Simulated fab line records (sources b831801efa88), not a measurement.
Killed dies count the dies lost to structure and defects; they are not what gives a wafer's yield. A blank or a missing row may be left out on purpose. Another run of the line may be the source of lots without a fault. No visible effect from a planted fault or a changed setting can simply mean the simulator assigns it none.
Struck lot and sound lot, side by side -- flow sky130 -- 37 steps out of a route of 708
Sound: wafers L607.1, L607.2, L607.4. Struck: wafer L621.2. (L621.3, L621.4 of the same lot were not struck and are left out.) The cause comes at the end.
Each step with rows lists, per side, the tool, then ch with its chambers, then its first start. Under that, the readings that differ: sound wafers -- struck wafers -- difference of the means -- sigmas: that difference in standard deviations of wafers without a fault.
alike: readings with means less than 2 such deviations apart, plus words and numbers identical on both sides. not compared: withheld readings, readings lacking a value on some wafer, bounds such as >300 that could conceal the same value, and numbers that have no deviation in the record and whose values overlap.
The two part at a step that has a row with sigmas, a row that says differs or no value, or rows on one side only. Non-overlapping numbers with no deviation appear without sigmas and do not part them. Lack of a reading on every wafer of one side parts them only where that side has two or more wafers.

first, 10 steps without rows for these wafers: SKY_FIELD_ISO_ETCH_15 (etches the open film in CHF3/O2, stops on Si, target depth 180 nm, time 72 s); SKY_FIELD_ISO_STRIP_16 (strips in O2/N2); SKY_FIELD_ISO_ETCH_17 (etches Si in HBr/Cl2/O2, target depth 342 nm, time 97.7 s); SKY_FIELD_ISO_WET_ETCH_18 (etches Si3N4 in H3PO4, target depth 25 nm, time 286 s); SKY_FIELD_ISO_CLEAN_19 (cleans in SC1/SC2, time 150 s); SKY_FIELD_ISO_CLEAN_20 (cleans in dHF, time 20 s); SKY_FIELD_ISO_WET_ETCH_21 (etches SiO2 in dHF, target depth 20 nm, time 400 s); SKY_FIELD_ISO_OXIDATION_22 (stabilise 600 s, purge 300 s, target thk 10 nm); SKY_FIELD_ISO_CVD_24 (deposits SiO2, target thk 595 nm, time 99.2 s); SKY_FIELD_ISO_ANNEAL_26 (time 1800 s).
SKY_FIELD_ISO_CMP_27: polishes, stops on Si3N4, t overpolish 16 s, target thk 457.8 nm.
  sound on cmp-01 ch 0,1,3, day 3 03:42; struck on cmp-01 ch 1, day 6 03:34
  alike: motor_current_A, overpolish_run_s, time_to_endpoint_s
then, 25 steps without rows for these wafers: SKY_FIELD_ISO_WET_ETCH_28 (etches SiO2 in dHF, target depth 23.7 nm, time 47 s); SKY_FIELD_ISO_WET_ETCH_29 (etches Si3N4 in H3PO4, target depth 160 nm, time 1825 s); SKY_FIELD_ISO_WET_ETCH_30 (etches SiO2 in dHF, target depth 25 nm, time 50 s); SKY_NWELL_CLEAN_00 (cleans in SC1/SC2, time 150 s); SKY_NWELL_OXIDATION_01 (stabilise 600 s, purge 300 s, target thk 10 nm); SKY_DNWELL_DEHYDRATE_00 (time 60 s); SKY_DNWELL_HMDS_01 (prime time 60 s); SKY_DNWELL_COAT_02 (resist thk 3000 nm); SKY_DNWELL_SOFTBAKE_03; SKY_DNWELL_EXPOSE_04 (exposes mask DNM, target cd 3000 nm); SKY_DNWELL_PEB_05; SKY_DNWELL_DEVELOP_06 (develop time 60 s); SKY_DNWELL_IMPLANT_07; SKY_DNWELL_STRIP_08 (strips in O2/N2); SKY_PWDE_DEHYDRATE_00 (time 60 s); SKY_PWDE_HMDS_01 (prime time 60 s); SKY_PWDE_COAT_02 (resist thk 3000 nm); SKY_PWDE_SOFTBAKE_03; SKY_PWDE_EXPOSE_04 (exposes mask PWDEM, target cd 840 nm); SKY_PWDE_PEB_05; SKY_PWDE_DEVELOP_06 (develop time 60 s); SKY_PWDE_IMPLANT_08; SKY_PWDE_STRIP_09 (strips in O2/N2); SKY_NWELL_DEHYDRATE_03 (time 60 s); SKY_NWELL_HMDS_04 (prime time 60 s).
-- the record jumps here: 44 days lie between the struck wafers' starts before and after (it left off in module NWELL and takes up again in module PAD_OPEN, whose first step shown is number 708 of the route) --
SKY_PAD_OPEN_PROBE_99:
  record: rows for the struck wafers here (prober-01, day 50 14:56), none for the sound ones

## WHERE THEY PART
Within this record, at SKY_PAD_OPEN_PROBE_99 only.

WHY: what had been put in by the simulator
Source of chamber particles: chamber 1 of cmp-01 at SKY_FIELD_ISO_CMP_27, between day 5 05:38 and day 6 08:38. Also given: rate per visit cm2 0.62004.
